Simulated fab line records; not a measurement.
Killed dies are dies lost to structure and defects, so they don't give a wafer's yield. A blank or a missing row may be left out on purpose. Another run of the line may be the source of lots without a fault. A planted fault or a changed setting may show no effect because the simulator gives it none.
Matching of chambers || flow sky130 || 4 sister chambers for SKY_CONTACT_CMP_27 on cmp-02
The step polishes, stops on SiO2, t overpolish 15 s, target thk 0 nm. 14 wafers are shown with their chamber, then 7 later ones without.

== EACH WAFER AND ITS CHAMBER ==
{"wafer": "L911.1", "chamber": 1, "motor-current-A (A)": 10.5, "overpolish-run-s (s)": 15.001, "slurry-filter-dp-kPa (kPa)": 13.24}
{"wafer": "L911.3", "chamber": 3, "motor-current-A (A)": 10.5, "overpolish-run-s (s)": 15.008, "slurry-filter-dp-kPa (kPa)": 13.38}
{"wafer": "L911.5", "chamber": 2, "motor-current-A (A)": 12.1, "overpolish-run-s (s)": 14.994, "slurry-filter-dp-kPa (kPa)": 13.38}
{"wafer": "L913.1", "chamber": 2, "motor-current-A (A)": 11.8, "overpolish-run-s (s)": 14.995, "slurry-filter-dp-kPa (kPa)": 13.46}
{"wafer": "L913.2", "chamber": 3, "motor-current-A (A)": 10.4, "overpolish-run-s (s)": 15.006, "slurry-filter-dp-kPa (kPa)": 13.39}
{"wafer": "L913.6", "chamber": 0, "motor-current-A (A)": 11.0, "overpolish-run-s (s)": 15.001, "slurry-filter-dp-kPa (kPa)": 13.32}
{"wafer": "L916.3", "chamber": 3, "motor-current-A (A)": 10.2, "overpolish-run-s (s)": 15.001, "slurry-filter-dp-kPa (kPa)": 13.42}
{"wafer": "L916.4", "chamber": 1, "motor-current-A (A)": 10.6, "overpolish-run-s (s)": 14.994, "slurry-filter-dp-kPa (kPa)": 13.45}
{"wafer": "L916.6", "chamber": 1, "motor-current-A (A)": 10.8, "overpolish-run-s (s)": 15.001, "slurry-filter-dp-kPa (kPa)": 13.55}
{"wafer": "L923.1", "chamber": 2, "motor-current-A (A)": 11.6, "overpolish-run-s (s)": 14.985, "slurry-filter-dp-kPa (kPa)": 13.45}
{"wafer": "L923.2", "chamber": 1, "motor-current-A (A)": 10.9, "overpolish-run-s (s)": 14.994, "slurry-filter-dp-kPa (kPa)": 13.38}
{"wafer": "L923.6", "chamber": 1, "motor-current-A (A)": 10.4, "overpolish-run-s (s)": 15.002, "slurry-filter-dp-kPa (kPa)": 13.50}
{"wafer": "L924.1", "chamber": 1, "motor-current-A (A)": 11.1, "overpolish-run-s (s)": 14.997, "slurry-filter-dp-kPa (kPa)": 13.61}
{"wafer": "L924.4", "chamber": 0, "motor-current-A (A)": 10.9, "overpolish-run-s (s)": 14.993, "slurry-filter-dp-kPa (kPa)": 13.48}

SIGNATURES, as means of the wafers listed above
{"reading": "motor-current-A", "chamber 0": 10.950, "chamber 1": 10.717, "chamber 2": 11.833, "chamber 3": 10.367, "scatter within a chamber": 0.229}
{"reading": "overpolish-run-s", "chamber 0": 14.99700, "chamber 1": 14.99817, "chamber 2": 14.99133, "chamber 3": 15.00500, "scatter within a chamber": 0.00431}
{"reading": "slurry-filter-dp-kPa", "chamber 0": 13.4000, "chamber 1": 13.4550, "chamber 2": 13.4300, "chamber 3": 13.3967, "scatter within a chamber": 0.102}
Rule: for a wafer and a chamber, the distance is found by dividing, reading by reading, the gap between the wafer's reading and the chamber's mean by the reading's scatter, squaring, summing and taking the root. If the next closest chamber is less than 2 further off than the closest, the wafer can't be placed; otherwise it belongs to the closest. The scatter is the square root of a quotient: the sum, over the shown wafers, of each reading's squared deviation from its chamber's mean, divided by wafers minus chambers.

== WAFERS MISSING THEIR CHAMBER ==
{"wafer": "L924.6", "motor-current-A (A)": 12.3, "overpolish-run-s (s)": 15.004, "slurry-filter-dp-kPa (kPa)": 13.51}
{"wafer": "L926.3", "motor-current-A (A)": 10.7, "overpolish-run-s (s)": 15.001, "slurry-filter-dp-kPa (kPa)": 13.61}
{"wafer": "L926.5", "motor-current-A (A)": 10.7, "overpolish-run-s (s)": 15.021, "slurry-filter-dp-kPa (kPa)": 13.48}
{"wafer": "L926.6", "motor-current-A (A)": 12.2, "overpolish-run-s (s)": 15.000, "slurry-filter-dp-kPa (kPa)": 13.35}
{"wafer": "L925.2", "motor-current-A (A)": 12.2, "overpolish-run-s (s)": 14.999, "slurry-filter-dp-kPa (kPa)": 13.76}
{"wafer": "L925.5", "motor-current-A (A)": 11.1, "overpolish-run-s (s)": 14.989, "slurry-filter-dp-kPa (kPa)": 13.36}
{"wafer": "L925.6", "motor-current-A (A)": 10.5, "overpolish-run-s (s)": 14.993, "slurry-filter-dp-kPa (kPa)": 13.53}

== WHICH CHAMBER EACH ONE RAN IN ==
{"wafer": "L924.6", "from the rows above": 2, "in truth": 2}
{"wafer": "L926.3", "from the rows above": "can't be placed: 1 or 0 or 3", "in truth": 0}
{"wafer": "L926.5", "from the rows above": "can't be placed: 3 or 1 or 0", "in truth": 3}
{"wafer": "L926.6", "from the rows above": 2, "in truth": 2}
{"wafer": "L925.2", "from the rows above": 2, "in truth": 2}
{"wafer": "L925.5", "from the rows above": "can't be placed: 0 or 1 or 2", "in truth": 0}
{"wafer": "L925.6", "from the rows above": "can't be placed: 1 or 0 or 3", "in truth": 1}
Correctly placed: 3 of 7. Unplaceable from these rows: 4, with the true chamber sitting among the candidates in 4. 0 placed wrongly.
